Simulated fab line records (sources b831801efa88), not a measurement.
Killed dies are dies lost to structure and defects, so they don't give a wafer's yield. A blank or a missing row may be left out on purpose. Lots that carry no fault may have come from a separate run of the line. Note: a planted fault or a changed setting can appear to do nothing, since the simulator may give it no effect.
One fault through the eyes of 2 desks ; flow sky130 ; each desk holds nothing but its own numbers, with what lay behind them at the end

## DESK OF THE TOOL OWNER: pecvd-03
The tool's own readings at SKY_PASSIVATION_CVD_02 (deposits Si3N4, target thk 540 nm): means of the sampled wafers that have a number, for each lot that ran on this tool. A lot is out of limits, marked OUT, if its mean lies more than 4 standard deviations from the usual mean; the brackets give that distance.
Columns: A = heater power outer w at SKY_PASSIVATION_CVD_02, usual 429 W; B = heater power w at SKY_PASSIVATION_CVD_02, usual 710 W
lot;first seen here;A;B
L790;day 45 13:28;448;745
L791;day 45 17:42;414;708
L797;day 47 10:02;406;653
Finding of this desk: none of the 3 lots has anything out of limits.

## METROLOGY DESK
Lot by lot, what the gauges showed, no matter which tool ran the lot: averages of those sampled wafers that carry a number. A lot is out of limits, marked OUT, if its mean lies more than 4 standard deviations from the usual mean; the brackets give that distance.
Columns: A = PASSIVATION_CVD_02_THK at SKY_PASSIVATION_THK_MEAS_03, usual 539 nm
lot;first seen here;A
L784;day 43 21:24;539
L785;day 44 05:25;545
L787;day 44 16:16;540
L789;day 45 05:47;543
L790;day 45 13:41;533
L791;day 45 17:55;544
L797;day 47 10:17;558
L798;day 47 18:26;548
L802;day 48 10:25;543
L805;day 49 15:39;538
L806;day 49 16:07;540
Finding of this desk: none of the 11 lots has anything out of limits.

## PUT TOGETHER
The tool owner's desk saw nothing out of limits.
Nothing out of limits was seen by the metrology desk.

## WHAT THE SIMULATOR HAD PUT IN
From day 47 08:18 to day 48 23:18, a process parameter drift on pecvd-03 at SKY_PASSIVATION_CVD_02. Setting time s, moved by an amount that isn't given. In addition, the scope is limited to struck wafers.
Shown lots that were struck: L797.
